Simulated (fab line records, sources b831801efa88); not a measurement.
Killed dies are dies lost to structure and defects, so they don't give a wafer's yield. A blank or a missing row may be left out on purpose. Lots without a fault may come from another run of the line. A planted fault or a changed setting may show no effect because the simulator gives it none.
A struck lot beside a sound one | flow sky130 | 21 steps out of a route of 708
Sound: wafers L183.1, L183.4, L183.6. Struck: wafers L202.3, L202.5, L202.6. The cause comes at the end.
At each step with rows: each side's tool, then ch and its chambers, then its first start. Under that, the readings that differ: sound wafers | struck wafers | difference of the means | sigmas: that difference in standard deviations of wafers without a fault.
alike: readings whose means differ by less than 2 such deviations, and words and numbers that are the same on both sides. not compared: withheld readings, readings that some wafer has no value for, bounds like >300 that may hide the same value, and numbers for which the record gives no deviation and whose values overlap.
The two part at a step that has a row with sigmas, a row that says differs or no value, or rows on one side only. Numbers that don't overlap but have no deviation are shown without sigmas and don't part them. A reading that every wafer of one side lacks parts them only if that side has two wafers or more.

first, 1 step without rows for these wafers: SKY_RES_XHIGH_IMPLANT_07.
SKY_RES_XHIGH_STRIP_08: strips in O2/N2.
  sound on plasma_asher-03 ch 0,1, day 26 02:41; struck on plasma_asher-03 ch 0,1, day 32 21:43
  alike: drypump_motor_current_A, oes_product_au, strip_time_to_endpoint_s
  not compared: rf_hours_counter_h
SKY_RES_XHIGH_TW_MEAS_09:
  sound on film_metro-04, day 26 02:47; struck on film_metro-03, day 32 21:49
  alike: RES_XHIGH_TW
then, 7 steps without rows for these wafers: SKY_SD_N_DEHYDRATE_00 (time 60 s); SKY_SD_N_HMDS_01 (prime time 60 s); SKY_SD_N_COAT_02 (resist thk 1140 nm); SKY_SD_N_SOFTBAKE_03 (time 60 s); SKY_SD_N_EXPOSE_04 (exposes mask NSDM, target cd 380 nm); SKY_SD_N_PEB_05; SKY_SD_N_DEVELOP_06 (develop time 60 s).
SKY_SD_N_CD_MEAS_07: target cd 380 nm.
  sound on cd_sem-02, day 27 08:10; struck on cd_sem-01, day 34 00:53
  alike: cd_nm
SKY_SD_N_OVL_MEAS_08:
  sound on overlay-02, day 27 08:17; struck on overlay-02, day 34 00:58
  alike: SD_N_OVL
SKY_SD_N_IMPLANT_09:
  sound on implanter-02 ch 0, day 27 08:19; struck on implanter-02 ch 0, day 34 01:02
  reading       | sound                     | struck                        | difference | sigmas
  dose_ions_cm2 | 4e+15 3.997e+15 3.995e+15 | 3.746e+15 3.742e+15 3.739e+15 | -2.550e+14 | -67
then, 1 step without rows for these wafers: SKY_SD_N_IMPLANT_10.
SKY_SD_N_STRIP_11: strips in O2/N2.
  sound on plasma_asher-01 ch 0, day 27 08:37; struck on plasma_asher-02 ch 0,1, day 34 01:19
  reading                      | sound             | struck            | difference | sigmas
  drypump_motor_current_A (A)  | 5.5 5.5 5.5       | 6.2 6.1 6.2       | +0.7       | +2
  strip_time_to_endpoint_s (s) | 22.60 22.54 22.55 | 22.29 22.25 22.25 | -0.30      | -8
  alike: oes_product_au
  not compared: rf_hours_counter_h
SKY_SD_N_TW_MEAS_12:
  sound on film_metro-03, day 27 08:43; struck on film_metro-03, day 34 01:25
  alike: SD_N_TW
then, 1 step without rows for these wafers: SKY_SD_N_CLEAN_13 (cleans in SC1/SC2, time 150 s).
SKY_SD_N_RTA_14: time 2 s.
  sound on rtp_anneal-02 ch 0, day 27 08:49; struck on rtp_anneal-02 ch 0, day 34 01:31
  reading         | sound                | struck               | difference | sigmas
  ramp_up_c_per_s | 150.03 150.05 150.08 | 150.00 149.99 150.02 | -0.05      | -2
  alike: lamp_power_pct, wafer_temp_C_max
SKY_SD_N_RS_MEAS_16: measures by four-point-probe.
  sound on film_metro-03, day 27 09:00; struck on film_metro-04, day 34 01:43
  reading          | sound             | struck            | difference | sigmas
  SD_N_RS (ohm/sq) | 68.33 68.40 68.61 | 69.12 69.15 69.20 | +0.71      | +6
SKY_SD_N_RS_MEAS_17: measures by four-point-probe.
  sound on film_metro-03, day 27 09:07; struck on film_metro-04, day 34 01:50
  alike: SD_P_RS
-- the record jumps here: 16 days lie between the struck wafers' starts before and after (it left off in module SD_N and takes up again in module PAD_OPEN, whose first step shown is number 708 of the route) --
SKY_PAD_OPEN_PROBE_99:
  sound on prober-01, day 45 11:46; struck on prober-02, day 50 05:42
  alike: killed_at_M0_to_M3, killed_at_M4_up, killed_at_contacts, killed_at_front_end, killed_at_other, killed_dies, killed_open, killed_short

WHERE THEY PART
First at SKY_SD_N_IMPLANT_09; last, within this record, at SKY_SD_N_RS_MEAS_16. Later steps at which nothing parts them and some readings are alike: SKY_SD_N_RS_MEAS_17, SKY_PAD_OPEN_PROBE_99.

WHY: what the simulator had put in
Process parameter drift: implanter-02, from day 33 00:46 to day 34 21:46, at SKY_SD_N_IMPLANT_09. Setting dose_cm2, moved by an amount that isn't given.
